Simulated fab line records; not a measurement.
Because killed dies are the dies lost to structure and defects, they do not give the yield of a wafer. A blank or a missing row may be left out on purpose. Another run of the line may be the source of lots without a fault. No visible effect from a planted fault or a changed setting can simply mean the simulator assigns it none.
8D (eight disciplines) problem report, filled in by code | flow sky130 | the parts of the form that need people (team, actions taken, sign-off) are left out

1. PROBLEM STATEMENT
Mean of developer-temp-C at SKY_CONTACT_DEVELOP_13: 20.12 C across 6 wafers in 2 lots; on wafers with no fault it is 21.00 C (standard deviation 0.11). Measured from the usual mean, that is -8.0 standard deviations.
The step: develop time 60 s.
Earliest sighting: wafer L746.1 on litho-track-01 at day 37 05:00. At this step, 42 wafers from 14 lots have a number in the record. Rule for "out", or "out of limits": more than 4 standard deviations from the usual mean. The rest of the wafers with a number are treated as sound.

2. WHAT IT IS AND WHAT IT IS NOT
question                    | is                     | is not
which readings at this step | developer-temp-C       | -
which lots                  | L746, L748             | L729, L730, L731, L733, L734, L737, L738, L739, L740, L741, L747, L752
which wafers of those lots  | all that have a number | -
read on which tools         | litho-track-01         | litho-track-03, litho-track-04
when                        | from day 37 05:00      | up to then (30 sound wafers); but 6 sound wafers of L747, L752 came after

3. WHAT RULES OUT EACH SUSPECT
Counting: a tool at a process step up to the reading stays a suspect if it ran every lot that is out and no sound lot after the first of them.
- litho-track-01 at SKY_CONTACT_DEVELOP_13 (develop time 60 s): kept. Every lot that is out went through it, starting with L746 (day 37 05:00), and after that it ran no sound lot; the last sound lot it ran before then is L741 (day 35 08:00). On those wafers its own readings are out: developer-temp-C.
Left after counting: litho-track-01 at SKY_CONTACT_DEVELOP_13.

4. THE CAUSE (what the simulator had put in)
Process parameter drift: litho-track-01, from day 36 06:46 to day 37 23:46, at SKY_CONTACT_DEVELOP_13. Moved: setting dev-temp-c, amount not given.
Only this tool survived the counting.

5. THE CHAIN OF EFFECTS, in route order
One row per reading whose mean, taken over the struck wafers that have a number, lies over 3 standard deviations from the usual. Scope: only readings with a usual standard deviation given in the record; hours: median across lots of the time from each lot's start at the first step in this table that gives one to its start at this step; sigmas: change in usual standard deviations.
hours | step                   | reading          | usual   | on struck wafers | change | sigmas
0     | SKY_CONTACT_DEVELOP_13 | developer-temp-C | 21.00 C | 20.12            | -0.88  | -8.0
Its process steps:
- SKY_CONTACT_DEVELOP_13: develop time 60 s.

6. WHAT WOULD HAVE CAUGHT IT SOONER
First out-of-limits reading in this record: day 37 05:00, which is 22 hours after fault onset at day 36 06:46.
